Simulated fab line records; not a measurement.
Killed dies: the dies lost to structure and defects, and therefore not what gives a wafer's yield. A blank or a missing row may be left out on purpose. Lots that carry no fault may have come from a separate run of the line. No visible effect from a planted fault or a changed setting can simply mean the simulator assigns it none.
fab line records	flow sfqLine
[record] lots = 13	wafers = 39	lastDay = 81
route steps=325 shown L0V@24 I0@56 I1@74
lots untouched by any fault: they come from a run of this same line in which no faults occurred
startH: the number of hours between the record's first day and the start of the first shown wafer of the lot	waitH: hours since the lot's step before	" the same as in the row above	L1.1+2: a single row standing in for several wafers	- value missing, or start not given	* or withheld: withheld	< > ~ a bound
route shown NAME@n: names a module that has steps shown in the file, with the first one's number in the route	usual: the fault-free wafers' mean and standard deviation	same: alike in all rows	chamber/n: place in a boat	sites: the reading at each site	_std_site: standard deviation across them	_edge_site: the outer-site mean with the inner-site mean subtracted	radiusMm: how far each site lies from the wafer's centre	mask NAME#n: copy n	behind: tool/chamber where the wafer was last shaped	hold: why the lot was held/for how many hours/how that ended	device: the transistor (n, p or np) that didn't switch	end of line: the same wafers' tests at the end of the route	a step with no rows: only its recipe	killed: dies that structure and defects cost at the first sort, which is not the same as the wafer's yield	map: the dies of a wafer, with x for killed, . for not killed, _ for no die there
set.NAME: the run value of the setting; set.NAME@STEP: its run value at that earlier step	model.NAME: the simulator's own value behind a step, which no gauge read
a sample of lots followed through the steps of the route, with each step as a table and each wafer as a row
services: from which hour (startH, from the record's first day; less than 0 if before it) a tool's chamber was out of use, for how many hours, and why
[[steps]]
[step SFQ_TRILAYER_L0_VIA_BARC_OPEN_VIA_ETCH_021]
[recipe] maskMaterial = PR	chemistry = O2	targetDepthNm = 125	target = BARC	sourceW = 500	biasW = 80	pressureMtorr = 30	timeS = 41.7
[usual] drypumpMotorCurrentA = 5.7/0.52	oesProductAu = 0.685/0.0045
lot.wafer	tool	chamber	startH	waitH	drypumpMotorCurrentA	oesProductAu	rfHoursCounterH
L887.4	rieDiel-03	2	166.27	0.0	5.7	0.691	-
L887.5	"	0	"	"	5.3	0.684	-
L887.6	"	3	"	"	6.2	0.679	-
L888.3	rieDiel-01	0	172.25	0.0	4.8	0.690	93
L888.4	"	2	"	"	5.5	0.684	45
L888.5	"	0	"	"	4.8	0.688	-
L889.3	rieDiel-02	2	185.71	0.0	5.5	0.673	95
L889.4	"	0	"	"	5.9	0.682	-
L889.6	"	1	"	"	6.4	0.690	-
L892.2	rieDiel-01	1	209.45	0.0	5.9	0.681	79
L892.5	"	2	"	"	5.5	0.685	-
L892.6	"	1	"	"	5.9	0.685	-
L893.1	rieDiel-01	2	215.83	0.0	5.5	0.691	46
L893.2	"	3	"	"	4.8	0.690	9
L893.5	"	3	"	"	4.8	0.684	-
L895.2	rieDiel-03	0	227.83	0.0	5.3	0.687	4
L895.3	"	3	"	"	6.2	0.683	144
L895.4	"	2	"	"	5.7	0.679	65
L896.1	rieDiel-01	1	236.23	0.0	5.9	0.686	79
L896.3	"	3	"	"	4.8	0.687	9
L896.5	"	2	"	"	5.5	0.687	-
L899.3	rieDiel-02	1	255.56	0.0	6.4	0.685	23
L899.4	"	1	"	"	6.4	0.688	-
L899.6	"	2	"	"	5.5	0.682	-
L901.1	rieDiel-02	1	273.63	0.0	6.4	0.677	24
L901.4	"	2	"	"	5.5	0.683	-
L901.6	"	1	"	"	6.4	0.689	-
L904.1	rieDiel-03	0	295.16	0.0	5.3	0.686	5
L904.4	"	3	"	"	6.2	0.689	0
L904.5	"	0	"	"	5.3	0.683	-
L907.2	rieDiel-02	1	317.77	0.0	6.4	0.687	24
L907.3	"	3	"	"	5.4	0.687	0
L907.5	"	2	"	"	5.5	0.686	-
L909.3	rieDiel-02	2	328.57	0.0	5.5	0.685	98
L909.5	"	3	"	"	5.4	0.690	-
L909.6	"	2	"	"	5.5	0.688	-
L910.2	rieDiel-02	0	334.95	0.0	5.9	0.685	55
L910.3	"	2	"	"	5.5	0.689	98
L910.6	"	1	"	"	6.4	0.688	-
[step SFQ_TRILAYER_L0_VIA_STRIP_STRIP_017]
[recipe] gas = O2	powerW = 200	platenTempC = 40	overashFraction = 0.65	chemistry = O2	pressureMtorr = 50
[usual] drypumpMotorCurrentA = 6.0/0.38	oesProductAu = 1.002/0.0088
lot.wafer	tool	chamber	startH	waitH	drypumpMotorCurrentA	oesProductAu	rfHoursCounterH
L887.4	rieMetal-02	0	166.53	-	6.4	0.993	-
L887.5	"	1	"	"	6.2	0.999	-
L887.6	"	0	"	"	6.4	0.981	-
L888.3	rieMetal-01	1	172.53	-	5.8	0.984	-
L888.4	"	0	"	"	5.7	0.992	-
L888.5	"	0	"	"	5.7	0.992	-
L889.3	rieMetal-01	0	186.19	-	5.7	0.995	-
L889.4	"	0	"	"	5.7	0.988	-
L889.6	"	0	"	"	5.7	1.010	-
L892.2	rieMetal-02	1	209.53	-	6.2	1.002	176
L892.5	"	0	"	"	6.4	1.001	-
L892.6	"	1	"	"	6.2	0.998	-
L893.1	rieMetal-02	1	215.92	-	6.2	1.005	177
L893.2	"	0	"	"	6.4	0.998	61
L893.5	"	1	"	"	6.2	1.007	-
L895.2	rieMetal-02	0	227.92	-	6.4	1.002	63
L895.3	"	1	"	"	6.2	1.008	-
L895.4	"	0	"	"	6.4	1.004	-
L896.1	rieMetal-04	1	236.32	-	5.8	1.007	12
L896.3	"	1	"	"	5.8	1.013	-
L896.5	"	1	"	"	5.8	1.003	-
L899.3	rieMetal-02	0	255.85	-	6.4	0.996	-
L899.4	"	1	"	"	6.2	1.004	-
L899.6	"	1	"	"	6.2	1.008	-
L901.1	rieMetal-04	1	273.72	-	5.8	1.012	18
L901.4	"	1	"	"	5.8	1.010	-
L901.6	"	1	"	"	5.8	1.012	-
L904.1	rieMetal-02	0	295.25	-	6.3	1.004	79
L904.4	"	0	"	"	6.4	1.004	-
L904.5	"	0	"	"	6.4	1.006	-
L907.2	rieMetal-04	1	317.86	-	5.8	1.016	26
L907.3	"	1	"	"	5.8	1.018	-
L907.5	"	0	"	"	5.3	1.004	-
L909.3	rieMetal-01	1	328.86	-	5.8	1.000	-
L909.5	"	0	"	"	5.7	1.003	-
L909.6	"	1	"	"	5.8	1.002	-
L910.2	rieMetal-02	0	335.04	-	6.4	1.001	88
L910.3	"	1	"	"	6.2	0.999	-
L910.6	"	1	"	"	6.2	1.006	-
[step SFQ_TRILAYER_I0_VIA_STRIP_STRIP_035]
[recipe] gas = O2	powerW = 200	platenTempC = 40	overashFraction = 0.65	chemistry = O2	pressureMtorr = 50
[usual] drypumpMotorCurrentA = 5.79/0.27	oesProductAu = 0.998/0.0086
lot.wafer	tool	chamber	startH	waitH	drypumpMotorCurrentA	oesProductAu	rfHoursCounterH
L887.4	rieMetal-04	0	393.60	-	5.24	1.001	-
L887.5	"	0	"	"	5.28	0.990	-
L887.6	"	1	"	"	5.83	1.009	-
L888.3	rieMetal-01	0	399.60	-	5.70	1.002	-
L888.4	"	1	"	"	5.80	0.992	-
L888.5	"	0	"	"	5.71	1.000	-
L889.3	rieMetal-01	1	429.91	-	5.80	0.988	-
L889.4	"	1	"	"	5.79	0.994	-
L889.6	"	1	"	"	5.77	0.985	-
L892.2	rieMetal-03	1	449.85	-	6.31	0.996	22
L892.5	"	1	"	"	6.33	1.004	-
L892.6	"	0	"	"	5.73	0.998	-
L893.1	rieMetal-01	1	460.39	-	5.77	0.998	50
L893.2	"	0	"	"	5.70	0.984	59
L893.5	"	1	"	"	5.84	0.997	-
L895.2	rieMetal-01	0	479.14	-	5.70	1.000	63
L895.3	"	1	"	"	5.81	1.001	-
L895.4	"	0	"	"	5.70	0.994	-
L896.1	rieMetal-03	1	491.14	-	6.32	0.981	29
L896.3	"	1	"	"	6.34	0.990	-
L896.5	"	1	"	"	6.32	0.989	-
L899.3	rieMetal-03	0	509.34	-	5.76	0.997	-
L899.4	"	1	"	"	6.32	0.992	-
L899.6	"	1	"	"	6.32	0.999	-
L901.1	rieMetal-01	1	533.14	-	5.81	1.005	62
L901.4	"	1	"	"	5.81	1.005	-
L901.6	"	1	"	"	5.79	1.002	-
L904.1	rieMetal-01	0	555.94	-	5.71	0.985	75
L904.4	"	0	"	"	5.69	0.993	-
L904.5	"	1	"	"	5.82	1.001	-
L907.2	rieMetal-03	1	580.83	-	6.34	1.007	46
L907.3	"	1	"	"	6.33	1.003	-
L907.5	"	1	"	"	6.33	0.998	-
L909.3	rieMetal-03	0	603.83	-	5.73	0.987	-
L909.5	"	0	"	"	5.74	1.001	-
L909.6	"	1	"	"	6.30	0.992	-
L910.2	rieMetal-04	1	621.63	-	5.81	1.008	78
L910.3	"	0	"	"	5.26	0.997	-
L910.6	"	1	"	"	5.83	1.003	-
[step SFQ_TRILAYER_I1_CMP_CMP_046]
[recipe] material = SiO2	downForcePsi = 3	platenRpm = 60	padVelocityMS = 0.94248
[usual] motorCurrentA = 10.1/1.1	timeToEndpointS = 214/7.3
lot.wafer	tool	chamber	startH	waitH	motorCurrentA	timeToEndpointS
L887.4	cmp-02	0	543.12	10.3	10.3	212
L887.5	"	0	545.12	12.3	10.4	210
L887.6	"	1	"	"	10.9	217
L888.3	cmp-02	0	549.62	8.4	10.5	203
L888.4	"	1	"	"	10.7	216
L888.5	"	0	551.62	10.4	11.3	202
L889.4	cmp-02	2	567.12	5.5	10.0	232
L889.3	"	0	568.12	6.5	10.6	214
L889.6	"	3	569.62	8.0	7.7	216
L892.2	cmp-02	3	592.62	9.7	7.5	219
L892.5	"	2	594.12	11.2	9.0	232
L892.6	"	3	"	"	7.4	225
L893.1	cmp-01	3	611.70	13.2	11.2	209
L893.2	"	1	612.70	14.2	9.4	209
L893.5	"	3	613.70	15.2	10.5	224
L895.3	cmp-01	1	641.20	11.5	9.3	211
L895.4	"	3	642.20	12.5	9.9	222
L895.2	"	0	"	"	9.9	215
L896.3	cmp-02	3	647.38	8.2	7.4	208
L896.1	"	0	"	"	10.8	208
L896.5	"	2	648.88	9.6	10.3	217
L899.4	cmp-02	1	658.88	5.7	11.1	213
L899.3	"	0	660.38	7.2	11.4	208
L899.6	"	2	661.38	8.2	9.9	217
L901.1	cmp-01	0	677.20	0.0	10.4	210
L901.4	"	2	678.20	1.0	11.3	204
L901.6	"	1	679.70	2.5	10.1	212
L904.4	cmp-01	1	696.44	0.0	10.2	210
L904.1	"	2	"	"	11.3	207
L904.5	"	2	698.94	2.5	11.8	217
L907.3	cmp-02	3	715.89	0.5	7.9	217
L907.2	"	0	"	"	11.4	267
L907.5	"	2	717.39	2.0	10.1	218
L909.3	cmp-01	2	742.13	4.2	10.5	204
L909.6	"	0	743.13	5.1	10.4	218
L909.5	"	1	"	"	9.2	217
L910.2	cmp-01	3	759.42	0.0	10.6	215
L910.3	"	2	760.92	1.5	10.6	209
L910.6	"	0	761.92	2.5	10.2	225
[step SFQ_TRILAYER_I1_METRO_MEASURE_047]
[usual] thkNm = 200.1/0.99
lot.wafer	tool	chamber	startH	waitH	thkNm
L887.4	filmMetro-04	-	546.84	0.6	198.9
L887.5	"	-	"	"	199.3
L887.6	"	-	"	"	199.8
L888.3	filmMetro-01	-	552.64	0.5	198.2
L888.4	"	-	"	"	198.6
L888.5	"	-	"	"	200.0
L889.3	filmMetro-03	-	570.64	0.5	199.1
L889.4	"	-	"	"	202.4
L889.6	"	-	"	"	199.9
L892.2	filmMetro-01	-	595.44	0.3	201.1
L892.5	"	-	"	"	201.2
L892.6	"	-	"	"	200.0
L893.1	filmMetro-04	-	614.32	0.1	201.9
L893.2	"	-	"	"	199.1
L893.5	"	-	"	"	199.8
L895.2	filmMetro-01	-	644.52	0.3	201.1
L895.3	"	-	"	"	200.0
L895.4	"	-	"	"	201.2
L896.1	filmMetro-01	-	650.00	0.1	198.6
L896.3	"	-	"	"	200.5
L896.5	"	-	"	"	201.6
L899.3	filmMetro-03	-	662.40	0.5	199.2
L899.4	"	-	"	"	201.3
L899.6	"	-	"	"	200.1
L901.1	filmMetro-01	-	680.32	0.1	201.0
L901.4	"	-	"	"	199.0
L901.6	"	-	"	"	199.0
L904.1	filmMetro-01	-	699.56	0.1	200.3
L904.4	"	-	"	"	199.2
L904.5	"	-	"	"	199.6
L907.2	filmMetro-03	-	718.71	0.3	299.8
L907.3	"	-	"	"	199.9
L907.5	"	-	"	"	201.2
L909.3	filmMetro-03	-	744.65	0.5	200.2
L909.5	"	-	"	"	199.1
L909.6	"	-	"	"	202.0
L910.2	filmMetro-04	-	762.74	0.3	201.4
L910.3	"	-	"	"	201.0
L910.6	"	-	"	"	200.7
[step SFQ_TRILAYER_I1_VIA_ETCH_VIA_ETCH_052]
[recipe] target = SiO2	stopOn = Nb	maskMaterial = PR	taperDeg = 20	chemistry = CHF3	targetDepthNm = 260	sourceW = 500	biasW = 80	pressureMtorr = 30	timeS = withheld
[usual] drypumpMotorCurrentA = 5.6/0.56	oesProductAu = 0.855/0.0053
lot.wafer	tool	chamber	startH	waitH	drypumpMotorCurrentA	oesProductAu
L887.4	rieDiel-02	1	555.97	0.0	6.4	0.851
L887.5	"	0	"	"	5.9	0.854
L887.6	"	1	"	"	6.4	0.847
L888.3	rieDiel-01	1	560.77	0.0	5.9	0.848
L888.4	"	2	"	"	5.5	0.858
L888.5	"	3	"	"	4.8	0.859
L889.3	rieDiel-01	0	585.62	0.0	4.8	0.857
L889.4	"	3	"	"	4.8	0.863
L889.6	"	0	"	"	4.8	0.865
L892.2	rieDiel-01	0	602.42	0.0	4.8	0.855
L892.5	"	2	"	"	5.5	0.851
L892.6	"	0	"	"	4.8	0.856
L893.1	rieDiel-01	1	623.73	0.0	5.9	0.862
L893.2	"	3	"	"	4.8	0.853
L893.5	"	3	"	"	4.8	0.855
L895.2	rieDiel-04	3	650.44	0.0	6.5	0.866
L895.3	"	0	"	"	6.2	0.859
L895.4	"	2	"	"	5.5	0.853
L896.1	rieDiel-02	1	654.40	0.0	6.4	0.856
L896.3	"	0	"	"	5.9	0.859
L896.5	"	3	"	"	5.4	0.861
L899.3	rieDiel-04	2	670.57	0.0	5.5	0.848
L899.4	"	0	"	"	6.2	0.855
L899.6	"	2	"	"	5.5	0.849
L901.1	rieDiel-01	2	683.84	0.0	5.5	0.857
L901.4	"	3	"	"	4.8	0.851
L901.6	"	0	"	"	4.8	0.850
L904.1	rieDiel-04	1	703.08	0.0	5.2	0.852
L904.4	"	0	"	"	6.2	0.860
L904.5	"	3	"	"	6.4	0.848
L907.2	rieDiel-04	1	868.45	0.0	5.2	0.984
L907.3	"	3	"	"	6.4	0.855
L907.5	"	2	"	"	5.5	0.862
L909.3	rieDiel-01	3	887.93	0.0	4.8	0.848
L909.5	"	3	"	"	4.8	0.852
L909.6	"	2	"	"	5.5	0.863
L910.2	rieDiel-01	0	907.95	0.0	4.8	0.860
L910.3	"	3	"	"	4.8	0.862
L910.6	"	3	"	"	4.8	0.859
[[services]]
tool	chamber	startH	hours	kind
rieDiel-02	3	166.51	82.8	repair
rieDiel-02	1	171.62	4.7	repair
rieDiel-01	2	178.10	8.7	repair
rieDiel-01	3	222.57	7.1	repair
rieDiel-01	0	234.79	7.3	repair
rieDiel-02	-	296.77	14.6	pm
rieDiel-02	1	372.30	4.1	repair
rieDiel-02	-	374.08	0.8	repair
rieDiel-02	-	379.28	0.5	repair
rieMetal-01	0	412.82	17.0	repair
rieDiel-01	3	440.32	3.9	repair
rieDiel-01	-	446.56	2.8	pm
rieDiel-02	2	451.36	3.2	repair
rieDiel-01	2	461.67	4.5	repair
rieMetal-01	-	493.72	0.7	repair
rieDiel-01	2	513.54	3.5	repair
rieMetal-01	1	581.83	4.9	repair
rieDiel-01	3	606.13	12.9	repair
rieMetal-01	-	629.21	14.6	pm
rieDiel-01	0	684.74	9.2	repair
rieDiel-01	2	745.75	5.2	repair
rieDiel-01	1	762.47	5.4	repair
rieMetal-01	-	888.54	2.8	pm
rieMetal-01	-	896.14	1.0	repair
[[key]]
[firstSign] step = SFQ_TRILAYER_I1_CMP_CMP_046	reading = timeToEndpointS	direction = up	sigmas = 7.3	usual = *	struck = *
[effect] step = SFQ_TRILAYER_I1_METRO_MEASURE_047	reading = thkNm	direction = up	sigmas = 99+	usual = 200.1	struck = 299.8
[effect] step = SFQ_TRILAYER_I1_VIA_ETCH_VIA_ETCH_052	reading = oesProductAu	direction = up	sigmas = 24	usual = 0.855	struck = 0.984
metAt SFQ_TRILAYER_I1_CMP_CMP_046
struckLots L907
struckWafers L907.2
notActingAt SFQ_TRILAYER_L0_VIA_BARC_OPEN_VIA_ETCH_021,SFQ_TRILAYER_L0_VIA_STRIP_STRIP_017,SFQ_TRILAYER_I0_VIA_STRIP_STRIP_035
onsetBetween 658.88 715.89
[fault] kind = processParameterDrift	tool = cmp-02	chamber = 0	onsetH = 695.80	steps = SFQ_TRILAYER_I1_CMP_CMP_046	channel = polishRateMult	offset = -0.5	shape = step	endH = 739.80
